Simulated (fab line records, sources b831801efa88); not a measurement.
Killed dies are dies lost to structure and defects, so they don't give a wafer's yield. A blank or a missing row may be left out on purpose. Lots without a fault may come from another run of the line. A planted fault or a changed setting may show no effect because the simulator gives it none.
A struck lot beside a sound one | flow sky130 | 17 steps out of a route of 708
Sound: wafers L725.2, L725.4, L725.5. Struck: wafers L737.2, L737.3, L737.5. The cause comes at the end.
At each step with rows: each side's tool, then ch and its chambers, then its first start. Under that, the readings that differ: sound wafers | struck wafers | difference of the means | sigmas: that difference in standard deviations of wafers without a fault.
alike: readings whose means differ by less than 2 such deviations, and words and numbers that are the same on both sides. not compared: withheld readings, readings that some wafer has no value for, bounds like >300 that may hide the same value, and numbers for which the record gives no deviation and whose values overlap.
The two part at a step that has a row with sigmas, a row that says differs or no value, or rows on one side only. Numbers that don't overlap but have no deviation are shown without sigmas and don't part them. A reading that every wafer of one side lacks parts them only if that side has two wafers or more.

SKY_LOCAL_INTERCONNECT_RS_MEAS_01: measures by four-point-probe.
  sound on film_metro-03, day 29 13:56; struck on film_metro-01, day 34 10:39
  alike: LOCAL_INTERCONNECT_TIN_RS
SKY_LOCAL_INTERCONNECT_THK_MEAS_02: measures by xrf.
  sound on film_metro-03, day 29 14:02; struck on film_metro-01, day 34 10:46
  alike: LOCAL_INTERCONNECT_TIN_THK
then, 8 steps without rows for these wafers: SKY_LOCAL_INTERCONNECT_DEHYDRATE_03 (time 60 s); SKY_LOCAL_INTERCONNECT_HMDS_04 (prime time 60 s); SKY_LOCAL_INTERCONNECT_COAT_05 (resist thk 60 nm); SKY_LOCAL_INTERCONNECT_COAT_06 (resist thk 450 nm); SKY_LOCAL_INTERCONNECT_SOFTBAKE_07 (time 90 s); SKY_LOCAL_INTERCONNECT_EXPOSE_08 (exposes mask LI1M, target cd 170 nm); SKY_LOCAL_INTERCONNECT_PEB_09; SKY_LOCAL_INTERCONNECT_DEVELOP_10 (develop time 60 s).
SKY_LOCAL_INTERCONNECT_CD_MEAS_11: target cd 170 nm.
  sound on cd_sem-02, day 30 18:15; struck on cd_sem-02, day 35 13:21
  alike: cd_nm
SKY_LOCAL_INTERCONNECT_OVL_MEAS_12:
  sound on overlay-01, day 30 18:22; struck on overlay-02, day 35 13:28
  alike: LOCAL_INTERCONNECT_OVL
SKY_LOCAL_INTERCONNECT_ETCH_13: etches BARC in N2/H2, stops on SiO2, time 45.9 s, target depth 60 nm.
  sound on rie_metal-01 ch 0,1, day 30 18:23; struck on rie_metal-01 ch 1, day 35 13:29
  reading                                                   | sound             | struck            | difference | sigmas
  model.KrF-thick_of_LOCAL_INTERCONNECT_COAT_06.thk_nm (nm) | 394 395.1 393.6   | 361.7 361.4 360.6 | -33.0      |
  model.LOCAL_INTERCONNECT.cd_nm (nm)                       | 169 168.7 168.3   | 162 163.5 162.1   | -6         |
  model.SiO2_of_SONOS_ONO_CVD_04.thk_nm (nm)                | 4.176 4.124 4.188 | 2.712 2.71 2.741  | -1.442     |
  alike: drypump_motor_current_A, oes_product_au, throttle_valve_pct
  not compared: rf_hours_counter_h
SKY_LOCAL_INTERCONNECT_METAL_ETCH_14: etches TiN in Cl2/BCl3, stops on PSG, target depth 110 nm, time 31.4 s.
  sound on rie_metal-01 ch 0,1, day 30 18:27; struck on rie_metal-01 ch 1, day 35 13:33
  reading                                                   | sound           | struck            | difference | sigmas
  model.KrF-thick_of_LOCAL_INTERCONNECT_COAT_06.thk_nm (nm) | 350.1 351 349.5 | 317.4 317.2 316.3 | -33.2      |
  model.LOCAL_INTERCONNECT.cd_nm (nm)                       | 168 167.9 167.5 | 162.4 163.4 161.6 | -5.3       |
  alike: drypump_motor_current_A, mfc_cl2_sccm, oes_product_au, throttle_valve_pct
  not compared: rf_hours_counter_h
SKY_LOCAL_INTERCONNECT_STRIP_15: strips in O2/N2.
  sound on plasma_asher-02 ch 0,1, day 30 18:30; struck on plasma_asher-01 ch 0,1, day 35 13:36
  reading                      | sound             | struck            | difference | sigmas
  oes_product_au (a.u.)        | 0.432 0.426 0.421 | 0.423 0.417 0.407 | -0.011     | -2
  strip_time_to_endpoint_s (s) | 4.726 4.750 4.749 | 4.407 4.376 4.385 | -0.352     | -19
  alike: drypump_motor_current_A, o2_flow_sccm
  not compared: rf_hours_counter_h
then, 1 step without rows for these wafers: SKY_LOCAL_INTERCONNECT_STRIP_16 (strips in post etch residue remover, time 1200 s).
-- the record jumps here: 14 days lie between the struck wafers' starts before and after (it left off in module LOCAL_INTERCONNECT and takes up again in module PAD_OPEN, whose first step shown is number 708 of the route) --
SKY_PAD_OPEN_PROBE_99:
  sound on prober-02, day 46 01:23; struck on prober-02, day 49 11:46
  reading                        | sound            | struck           | difference | sigmas
  model.etest.res_li.line_ohm_um | 75.9 74.95 76.15 | 78.25 78.5 78.41 | +2.72      |
  alike: killed_at_M0_to_M3, killed_at_M4_up, killed_at_contacts, killed_at_front_end, killed_at_other, killed_dies, killed_open, killed_short

WHERE THEY PART
Only at SKY_LOCAL_INTERCONNECT_STRIP_15, within this record. Later steps at which nothing parts them and some readings are alike: SKY_PAD_OPEN_PROBE_99.

WHY: what the simulator had put in
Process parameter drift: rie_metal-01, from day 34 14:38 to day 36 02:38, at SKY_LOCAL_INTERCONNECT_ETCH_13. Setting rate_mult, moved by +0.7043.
